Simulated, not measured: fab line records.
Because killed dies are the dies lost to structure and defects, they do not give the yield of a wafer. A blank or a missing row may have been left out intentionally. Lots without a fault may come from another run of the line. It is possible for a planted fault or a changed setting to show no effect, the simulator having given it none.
Which tool is to blame? | flow gf180mcu | 39 wafers from 13 lots sampled at 3 of the route's 602 steps

## WHAT THE GAUGES SHOWED, per wafer
GF_POLY_GATE_CD_MEAS_10: the cd target is 280 nm. Usual: cd-nm reads 280.3 nm (standard deviation 1.1).
lot  | measured     | on        | cd-nm (nm)        | flag
L850 | day 9 03:43  | cd-sem-02 | 280.2 280.3 279.3 |
L851 | day 9 10:41  | cd-sem-02 | 281.4 279.9 280.6 |
L853 | day 9 23:53  | cd-sem-01 | 281.2 282.0 281.1 |
L855 | day 10 17:01 | cd-sem-02 | 281.8 282.0 282.5 |
L856 | day 10 22:25 | cd-sem-01 | 279.7 279.6 279.1 |
L857 | day 11 06:46 | cd-sem-02 | 279.1 279.6 279.5 |
L859 | day 11 23:34 | cd-sem-01 | 281.5 281.9 280.4 |
L860 | day 12 02:49 | cd-sem-02 | 279.9 279.8 279.9 |
L861 | day 12 10:25 | cd-sem-01 | 279.9 279.3 280.0 |
L863 | day 12 23:49 | cd-sem-02 | 279.1 278.3 278.4 |
L869 | day 14 22:08 | cd-sem-02 | 279.0 280.6 280.7 |
L870 | day 15 05:02 | cd-sem-01 | 279.6 280.9 280.1 |
L872 | day 15 21:23 | cd-sem-01 | 277.0 278.7 279.1 |

## WHICH TOOL RAN EACH LOT (tool, then ch and the chambers of the sampled wafers, then the start)
lot  | GF_STI_CMP_25                | GF_LVPWELL_EXPOSE_04
L850 | cmp-02 ch 0,2, day 2 03:27   | iline-stepper-01 ch 0, day 3 13:55
L851 | cmp-02 ch 0,2,3, day 2 09:48 | iline-stepper-02 ch 0, day 3 19:53
L853 | cmp-01 ch 1,2,3, day 2 18:50 | iline-stepper-02 ch 0, day 4 05:02
L855 | cmp-01 ch 0,1, day 3 05:53   | iline-stepper-02 ch 0, day 4 17:05
L856 | cmp-01 ch 1,2, day 3 10:07   | iline-stepper-01 ch 0, day 4 23:24
L857 | cmp-02 ch 1,2,3, day 3 15:34 | iline-stepper-02 ch 0, day 5 03:17
L859 | cmp-02 ch 0,1,3, day 4 02:22 | iline-stepper-01 ch 0, day 5 17:59
L860 | cmp-02 ch 0,1,3, day 4 06:17 | iline-stepper-02 ch 0, day 5 20:47
L861 | cmp-01 ch 0,1,2, day 4 12:12 | iline-stepper-01 ch 0, day 6 02:56
L863 | cmp-02 ch 0,1,3, day 4 22:07 | iline-stepper-02 ch 0, day 6 13:17
L869 | cmp-01 ch 0,1,3, day 6 06:13 | iline-stepper-01 ch 0, day 8 00:32
L870 | cmp-01 ch 1,2,3, day 6 11:05 | iline-stepper-02 ch 0, day 8 07:50
L872 | cmp-01 ch 0,2,3, day 6 21:19 | iline-stepper-02 ch 0, day 8 17:02
- GF_STI_CMP_25: polishes, stops on Si3N4, t overpolish 33 s, target thk 524.6 nm.
- GF_LVPWELL_EXPOSE_04: exposes mask LVPWELL, target cd 600 nm.

## WHAT THE TOOLS THEMSELVES READ (means of the sampled wafers that have a number; where no wafer has one, the mark that the record gives instead)
GF_STI_CMP_25. Usual: motor-current-A 12.1 A, standard deviation 1.5; overpolish-run-s 33.001 s, standard deviation 0.0088; platen-rpm 60.00 rpm, standard deviation 0.035; slurry-flow-ml-min 150.0, standard deviation 0.49; time-to-endpoint-s 122 s, standard deviation 4.2.
lot  | tool   | motor-current-A (A) | overpolish-run-s (s) | platen-rpm (rpm) | slurry-flow-ml-min | time-to-endpoint-s (s) | flag
L850 | cmp-02 | 11.7                | 32.994               | 59.96            | 149.6              | 122                    |
L851 | cmp-02 | 11.0                | 33.001               | 60.00            | 150.2              | 120                    |
L853 | cmp-01 | 12.8                | 32.995               | 60.02            | 149.8              | 131                    |
L855 | cmp-01 | 12.7                | 33.007               | 59.99            | 149.8              | 128                    |
L856 | cmp-01 | 11.1                | 32.989               | 60.02            | 150.0              | 126                    |
L857 | cmp-02 | 11.3                | 33.001               | 59.98            | 150.2              | 123                    |
L859 | cmp-02 | 11.0                | 32.994               | 59.98            | 149.9              | 119                    |
L860 | cmp-02 | 11.3                | 33.005               | 60.03            | 150.1              | 127                    |
L861 | cmp-01 | 12.3                | 33.007               | 60.01            | 149.9              | 117                    |
L863 | cmp-02 | 11.4                | 33.006               | 59.95            | 149.9              | 127                    |
L869 | cmp-01 | 13.4                | 32.988               | 60.01            | 149.7              | 120                    |
L870 | cmp-01 | 12.6                | 32.995               | 59.98            | 150.0              | 120                    |
L872 | cmp-01 | 13.6                | 33.001               | 59.99            | 149.7              | 122                    |

## THE ANSWER, worked out from the rows above alone
Rule: lot off if the mean of its wafers having a number is beyond 3 standard deviations from the usual mean. A lot without any number at a reading at which 4 lots or more have one is off too. Where the step has rows for the other lots, those lots are counted as sound. After the gauges, taken in route order, come the tools' own readings; for these a lot's mean is taken, as printed above. At the first step where some lot is off, the reading lying furthest off is the one used; lots without a number count as furthest.
No lot is off at any reading shown: from this, nothing can be told.

## WHAT THE SIMULATOR HAD PUT IN
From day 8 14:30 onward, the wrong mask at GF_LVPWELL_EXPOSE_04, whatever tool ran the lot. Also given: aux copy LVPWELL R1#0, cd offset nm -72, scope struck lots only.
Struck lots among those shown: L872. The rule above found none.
